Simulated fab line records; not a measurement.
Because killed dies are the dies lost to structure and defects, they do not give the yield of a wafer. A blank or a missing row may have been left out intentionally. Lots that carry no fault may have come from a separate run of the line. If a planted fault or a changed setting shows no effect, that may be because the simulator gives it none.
Which of the tools did it? / flow sky130 / 39 wafers from 13 lots sampled at 6 of the route's 708 steps

WHAT EACH GAUGE READ, for each wafer
SKY_POLY_GATE_THK_MEAS_21. Usual: POLY_GATE_OXIDATION_THK typically reads 3.99 nm, with standard deviation 0.092.
lot=L234; measured=day 17 12:19; on=film-metro-02; POLY_GATE_OXIDATION_THK (nm)=4.03 4.02 3.87; flag=
lot=L236; measured=day 17 20:14; on=film-metro-01; POLY_GATE_OXIDATION_THK (nm)=3.89 3.91 3.91; flag=
lot=L238; measured=day 17 21:41; on=film-metro-01; POLY_GATE_OXIDATION_THK (nm)=3.96 3.98 4.00; flag=
lot=L237; measured=day 18 00:37; on=film-metro-01; POLY_GATE_OXIDATION_THK (nm)=3.96 3.97 4.00; flag=
lot=L239; measured=day 18 11:03; on=film-metro-01; POLY_GATE_OXIDATION_THK (nm)=3.89 3.89 3.85; flag=
lot=L240; measured=day 19 02:57; on=film-metro-02; POLY_GATE_OXIDATION_THK (nm)=3.93 4.04 4.05; flag=
lot=L241; measured=day 19 14:54; on=film-metro-02; POLY_GATE_OXIDATION_THK (nm)=4.04 3.94 4.05; flag=
lot=L247; measured=day 21 12:16; on=film-metro-02; POLY_GATE_OXIDATION_THK (nm)=3.87 3.95 3.94; flag=
lot=L249; measured=day 22 11:46; on=film-metro-02; POLY_GATE_OXIDATION_THK (nm)=4.02 4.05 4.03; flag=
lot=L250; measured=day 22 19:23; on=film-metro-04; POLY_GATE_OXIDATION_THK (nm)=4.08 4.11 4.18; flag=
lot=L253; measured=day 24 04:34; on=film-metro-02; POLY_GATE_OXIDATION_THK (nm)=3.89 3.77 3.86; flag=
lot=L254; measured=day 25 00:52; on=film-metro-04; POLY_GATE_OXIDATION_THK (nm)=3.88 3.80 3.83; flag=
lot=L256; measured=day 25 20:15; on=film-metro-01; POLY_GATE_OXIDATION_THK (nm)=4.07 4.07 4.07; flag=

SKY_LDD_HVP_OVL_MEAS_07. Usual: LDD_HVP_OVL typically reads -0.4 nm, with standard deviation 1.3.
lot=L234; measured=day 22 17:07; on=overlay-01; LDD_HVP_OVL (nm)=-1.0 0.3 -1.6; flag=
lot=L236; measured=day 23 00:49; on=overlay-02; LDD_HVP_OVL (nm)=-0.9 1.7 0.7; flag=
lot=L238; measured=day 23 02:41; on=overlay-02; LDD_HVP_OVL (nm)=0.0 0.3 0.2; flag=
lot=L237; measured=day 23 05:52; on=overlay-02; LDD_HVP_OVL (nm)=- - -; flag=OFF
lot=L239; measured=day 23 14:35; on=overlay-02; LDD_HVP_OVL (nm)=0.8 1.2 -0.9; flag=
lot=L240; measured=day 24 06:07; on=overlay-01; LDD_HVP_OVL (nm)=-0.4 -0.8 0.1; flag=
lot=L241; measured=day 24 17:25; on=overlay-01; LDD_HVP_OVL (nm)=0.7 2.1 0.0; flag=
lot=L247; measured=day 26 13:04; on=overlay-01; LDD_HVP_OVL (nm)=1.1 1.7 0.9; flag=
lot=L249; measured=day 27 10:25; on=overlay-01; LDD_HVP_OVL (nm)=-0.3 0.9 2.4; flag=
lot=L250; measured=day 27 17:41; on=overlay-02; LDD_HVP_OVL (nm)=-3.7 -3.2 -1.4; flag=
lot=L253; measured=day 29 02:07; on=overlay-01; LDD_HVP_OVL (nm)=0.3 -0.9 1.1; flag=
lot=L254; measured=day 29 21:43; on=overlay-01; LDD_HVP_OVL (nm)=-1.7 -2.2 -0.9; flag=
lot=L256; measured=day 30 16:19; on=overlay-02; LDD_HVP_OVL (nm)=-0.2 -0.9 0.2; flag=

SKY_LDD_HVP_TW_MEAS_10. Usual: LDD_HVP_TW typically reads 460, with standard deviation 5.5.
lot=L234; measured=day 22 17:24; on=film-metro-04; LDD_HVP_TW=455 452 453; flag=
lot=L236; measured=day 23 01:06; on=film-metro-04; LDD_HVP_TW=454 454 453; flag=
lot=L238; measured=day 23 02:58; on=film-metro-02; LDD_HVP_TW=466 464 467; flag=
lot=L237; measured=day 23 06:09; on=film-metro-04; LDD_HVP_TW=30 30 30; flag=OFF
lot=L239; measured=day 23 14:52; on=film-metro-02; LDD_HVP_TW=466 466 466; flag=
lot=L240; measured=day 24 06:25; on=film-metro-02; LDD_HVP_TW=467 469 468; flag=
lot=L241; measured=day 24 17:43; on=film-metro-04; LDD_HVP_TW=455 455 455; flag=
lot=L247; measured=day 26 13:21; on=film-metro-02; LDD_HVP_TW=466 464 469; flag=
lot=L249; measured=day 27 10:43; on=film-metro-03; LDD_HVP_TW=459 456 459; flag=
lot=L250; measured=day 27 17:59; on=film-metro-03; LDD_HVP_TW=457 458 458; flag=
lot=L253; measured=day 29 02:24; on=film-metro-04; LDD_HVP_TW=458 457 457; flag=
lot=L254; measured=day 29 22:00; on=film-metro-03; LDD_HVP_TW=461 460 460; flag=
lot=L256; measured=day 30 16:40; on=film-metro-02; LDD_HVP_TW=465 463 465; flag=

SKY_LOCAL_INTERCONNECT_OVL_MEAS_12. Usual: LOCAL_INTERCONNECT_OVL typically reads -2 nm, with standard deviation 4.4.
lot=L234; measured=day 31 13:30; on=overlay-01; LOCAL_INTERCONNECT_OVL (nm)=-2 -3 -7; flag=
lot=L236; measured=day 31 16:02; on=overlay-01; LOCAL_INTERCONNECT_OVL (nm)=-3 -7 -4; flag=
lot=L238; measured=day 31 19:11; on=overlay-01; LOCAL_INTERCONNECT_OVL (nm)=-5 -4 -4; flag=
lot=L237; measured=day 31 23:02; on=overlay-01; LOCAL_INTERCONNECT_OVL (nm)=-8 -8 0; flag=
lot=L239; measured=day 32 05:26; on=overlay-02; LOCAL_INTERCONNECT_OVL (nm)=-7 -2 -8; flag=
lot=L240; measured=day 32 18:41; on=overlay-02; LOCAL_INTERCONNECT_OVL (nm)=3 -4 -2; flag=
lot=L241; measured=day 33 05:32; on=overlay-01; LOCAL_INTERCONNECT_OVL (nm)=11 7 4; flag=
lot=L247; measured=day 34 20:50; on=overlay-01; LOCAL_INTERCONNECT_OVL (nm)=1 7 -2; flag=
lot=L249; measured=day 35 15:05; on=overlay-01; LOCAL_INTERCONNECT_OVL (nm)=3 -3 0; flag=
lot=L250; measured=day 35 20:17; on=overlay-01; LOCAL_INTERCONNECT_OVL (nm)=-6 -7 -6; flag=
lot=L253; measured=day 37 05:14; on=overlay-01; LOCAL_INTERCONNECT_OVL (nm)=-4 1 0; flag=
lot=L254; measured=day 37 21:59; on=overlay-02; LOCAL_INTERCONNECT_OVL (nm)=-1 -5 -6; flag=
lot=L256; measured=day 38 13:47; on=overlay-01; LOCAL_INTERCONNECT_OVL (nm)=-2 3 -7; flag=

TOOL THAT RAN EACH LOT (tool first, then ch and the chambers of the sampled wafers, then the start)
lot=L234; SKY_LDD_HVP_EXPOSE_04=iline-stepper-01 ch 0, day 22 01:34; SKY_SD_P_STRIP_10=plasma-asher-04 ch 0, day 26 18:41
lot=L236; SKY_LDD_HVP_EXPOSE_04=iline-stepper-01 ch 0, day 22 09:43; SKY_SD_P_STRIP_10=plasma-asher-03 ch 1, day 26 19:47
lot=L238; SKY_LDD_HVP_EXPOSE_04=iline-stepper-01 ch 0, day 22 12:12; SKY_SD_P_STRIP_10=plasma-asher-04 ch 0,1, day 27 00:06
lot=L237; SKY_LDD_HVP_EXPOSE_04=iline-stepper-02 ch 0, day 22 15:25; SKY_SD_P_STRIP_10=plasma-asher-03 ch 1, day 27 03:52
lot=L239; SKY_LDD_HVP_EXPOSE_04=iline-stepper-02 ch 0, day 23 00:35; SKY_SD_P_STRIP_10=plasma-asher-01 ch 0,1, day 27 09:55
lot=L240; SKY_LDD_HVP_EXPOSE_04=iline-stepper-02 ch 0, day 23 15:25; SKY_SD_P_STRIP_10=plasma-asher-03 ch 1, day 28 00:19
lot=L241; SKY_LDD_HVP_EXPOSE_04=iline-stepper-02 ch 0, day 24 03:38; SKY_SD_P_STRIP_10=plasma-asher-03 ch 0,1, day 28 11:43
lot=L247; SKY_LDD_HVP_EXPOSE_04=iline-stepper-01 ch 0, day 25 22:14; SKY_SD_P_STRIP_10=plasma-asher-03 ch 0,1, day 30 04:35
lot=L249; SKY_LDD_HVP_EXPOSE_04=iline-stepper-01 ch 0, day 26 20:28; SKY_SD_P_STRIP_10=plasma-asher-03 ch 0,1, day 31 00:59
lot=L250; SKY_LDD_HVP_EXPOSE_04=iline-stepper-02 ch 0, day 27 03:56; SKY_SD_P_STRIP_10=plasma-asher-01 ch 0,1, day 31 07:18
lot=L253; SKY_LDD_HVP_EXPOSE_04=iline-stepper-01 ch 0, day 28 11:54; SKY_SD_P_STRIP_10=plasma-asher-03 ch 0,1, day 32 15:28
lot=L254; SKY_LDD_HVP_EXPOSE_04=iline-stepper-02 ch 0, day 29 07:41; SKY_SD_P_STRIP_10=plasma-asher-04 ch 0, day 33 10:05
lot=L256; SKY_LDD_HVP_EXPOSE_04=iline-stepper-02 ch 0, day 30 01:58; SKY_SD_P_STRIP_10=plasma-asher-01 ch 0,1, day 34 02:22
- SKY_LDD_HVP_EXPOSE_04: exposes mask HVPTM, target cd 700 nm.
- SKY_SD_P_STRIP_10: strips in O2/N2.

WHAT THE TOOLS THEMSELVES READ (means of the sampled wafers that have a number; where no wafer has one, the mark that the record gives instead)
SKY_LDD_HVP_EXPOSE_04. Usual: reticle-temp-C at 23.01 C, with a standard deviation of 0.11.
lot=L234; tool=iline-stepper-01; reticle-temp-C (C)=23.09; flag=
lot=L236; tool=iline-stepper-01; reticle-temp-C (C)=23.13; flag=
lot=L238; tool=iline-stepper-01; reticle-temp-C (C)=22.97; flag=
lot=L237; tool=iline-stepper-02; reticle-temp-C (C)=23.11; flag=
lot=L239; tool=iline-stepper-02; reticle-temp-C (C)=22.96; flag=
lot=L240; tool=iline-stepper-02; reticle-temp-C (C)=22.90; flag=
lot=L241; tool=iline-stepper-02; reticle-temp-C (C)=22.97; flag=
lot=L247; tool=iline-stepper-01; reticle-temp-C (C)=23.06; flag=
lot=L249; tool=iline-stepper-01; reticle-temp-C (C)=23.20; flag=
lot=L250; tool=iline-stepper-02; reticle-temp-C (C)=22.98; flag=
lot=L253; tool=iline-stepper-01; reticle-temp-C (C)=23.07; flag=
lot=L254; tool=iline-stepper-02; reticle-temp-C (C)=23.09; flag=
lot=L256; tool=iline-stepper-02; reticle-temp-C (C)=22.93; flag=

SKY_SD_P_STRIP_10. Usual: drypump-motor-current-A 5.9 A, standard deviation 0.42; oes-product-au 0.617 a.u., standard deviation 0.0043; strip-time-to-endpoint-s 17.48 s, standard deviation 0.038.
lot=L234; tool=plasma-asher-04; drypump-motor-current-A (A)=6.5; oes-product-au (a.u.)=0.617; strip-time-to-endpoint-s (s)=17.45; flag=
lot=L236; tool=plasma-asher-03; drypump-motor-current-A (A)=5.5; oes-product-au (a.u.)=0.616; strip-time-to-endpoint-s (s)=17.50; flag=
lot=L238; tool=plasma-asher-04; drypump-motor-current-A (A)=6.2; oes-product-au (a.u.)=0.614; strip-time-to-endpoint-s (s)=17.46; flag=
lot=L237; tool=plasma-asher-03; drypump-motor-current-A (A)=5.5; oes-product-au (a.u.)=0.616; strip-time-to-endpoint-s (s)=17.50; flag=
lot=L239; tool=plasma-asher-01; drypump-motor-current-A (A)=5.8; oes-product-au (a.u.)=0.618; strip-time-to-endpoint-s (s)=17.50; flag=
lot=L240; tool=plasma-asher-03; drypump-motor-current-A (A)=5.5; oes-product-au (a.u.)=0.617; strip-time-to-endpoint-s (s)=17.51; flag=
lot=L241; tool=plasma-asher-03; drypump-motor-current-A (A)=5.9; oes-product-au (a.u.)=0.613; strip-time-to-endpoint-s (s)=17.43; flag=
lot=L247; tool=plasma-asher-03; drypump-motor-current-A (A)=6.2; oes-product-au (a.u.)=0.620; strip-time-to-endpoint-s (s)=17.52; flag=
lot=L249; tool=plasma-asher-03; drypump-motor-current-A (A)=6.2; oes-product-au (a.u.)=0.614; strip-time-to-endpoint-s (s)=17.51; flag=
lot=L250; tool=plasma-asher-01; drypump-motor-current-A (A)=5.8; oes-product-au (a.u.)=0.621; strip-time-to-endpoint-s (s)=17.44; flag=
lot=L253; tool=plasma-asher-03; drypump-motor-current-A (A)=5.8; oes-product-au (a.u.)=0.617; strip-time-to-endpoint-s (s)=17.46; flag=
lot=L254; tool=plasma-asher-04; drypump-motor-current-A (A)=6.5; oes-product-au (a.u.)=0.615; strip-time-to-endpoint-s (s)=17.41; flag=
lot=L256; tool=plasma-asher-01; drypump-motor-current-A (A)=5.8; oes-product-au (a.u.)=0.617; strip-time-to-endpoint-s (s)=17.47; flag=

THE ANSWER, worked out from the rows above alone
Rule: lot off if the mean of its wafers having a number is beyond 3 standard deviations from the usual mean. A lot without any number at a reading at which 4 lots or more have one is off too. Where the step has rows for the other lots, those lots are counted as sound. After the gauges, taken in route order, come the tools' own readings; for these a lot's mean is taken, as printed above. At the first step where some lot is off, the reading lying furthest off is the one used; lots without a number count as furthest.
Off: L237, at SKY_LDD_HVP_OVL_MEAS_07 (LDD_HVP_OVL). Without a number there: L237.
If a tool, at a process step before that reading, ran all the lots that are off and no sound lot after the first of them, it fits. Not tried: the gauges at SKY_LDD_HVP_OVL_MEAS_07; whatever is off there is also off at SKY_LDD_HVP_TW_MEAS_10, on other tools, and gauge error can't account for it. Not one of the candidates tried fits.

WHAT HAD BEEN PUT IN BY THE SIMULATOR
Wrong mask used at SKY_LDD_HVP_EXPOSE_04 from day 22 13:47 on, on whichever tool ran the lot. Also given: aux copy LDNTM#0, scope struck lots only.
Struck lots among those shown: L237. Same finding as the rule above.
